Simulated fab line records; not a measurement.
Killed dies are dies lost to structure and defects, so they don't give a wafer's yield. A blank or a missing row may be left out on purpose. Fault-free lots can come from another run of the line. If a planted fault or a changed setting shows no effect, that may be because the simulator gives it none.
Which tool did it?	flow gf180mcu	18 wafers from 6 lots sampled at 2 of the route's 602 steps

WHAT THE GAUGES SHOWED, per wafer
GF_STI_THK_MEAS_02.
lot	measured	on	STI_OXIDATION_THK (nm)
L490	day 1 22:29	filmMetro-04	10.12 9.97 9.90
L492	day 2 08:42	filmMetro-03	10.32 10.34 10.35
L494	day 2 17:42	filmMetro-03	9.93 10.00 10.03
L497	day 3 11:14	filmMetro-03	10.17 10.32 10.15
L499	day 3 18:31	filmMetro-03	10.11 10.34 10.36
L501	day 4 06:07	filmMetro-03	16.51 16.50 17.09 16.49 16.51 17.07

EACH LOT AND THE TOOL THAT RAN IT (in order: tool; ch and the chambers of the sampled wafers; start)
lot	GF_STI_OXIDATION_01
L490	furnace-02 ch 0, day 1 21:04
L492	furnace-02 ch 0, day 2 07:18
L494	furnace-02 ch 0, day 2 16:17
L497	furnace-01 ch 0, day 3 09:49
L499	furnace-02 ch 0, day 3 17:07
L501	furnace-01 ch 0, day 4 03:10
- GF_STI_OXIDATION_01: stabilise 600 s, purge 300 s, target thk 10 nm.

THE ANSWER, worked out from the rows above alone
Rule: usual is defined by the lots themselves. Put in order of their means at a reading, lots are off if they are a third of the lots or fewer, leave a main group of 4 or more, and stand apart from it by a gap of 3 or more times the standard deviation of the main group's means; of several such gaps the widest counts. A main group whose means are all the same, to the digits that the tables above print for the reading, isn't used. Also off: a lot with no number at a reading for which 4 or more lots have one. The other lots that the step has rows for count as sound.
Off: L501, at GF_STI_THK_MEAS_02 (STI_OXIDATION_THK). Mean 10.16 nm and standard deviation 0.14 in the main group.
A tool fits if, at a process step before that reading, it ran every lot that is off, and no sound lot after the first of them. Gauges at GF_STI_THK_MEAS_02: tried the same way as those tools. This does not decide it: 2 tools fit, namely furnace-01 at GF_STI_OXIDATION_01 and filmMetro-03 at GF_STI_THK_MEAS_02.

WHAT HAD BEEN PUT IN BY THE SIMULATOR
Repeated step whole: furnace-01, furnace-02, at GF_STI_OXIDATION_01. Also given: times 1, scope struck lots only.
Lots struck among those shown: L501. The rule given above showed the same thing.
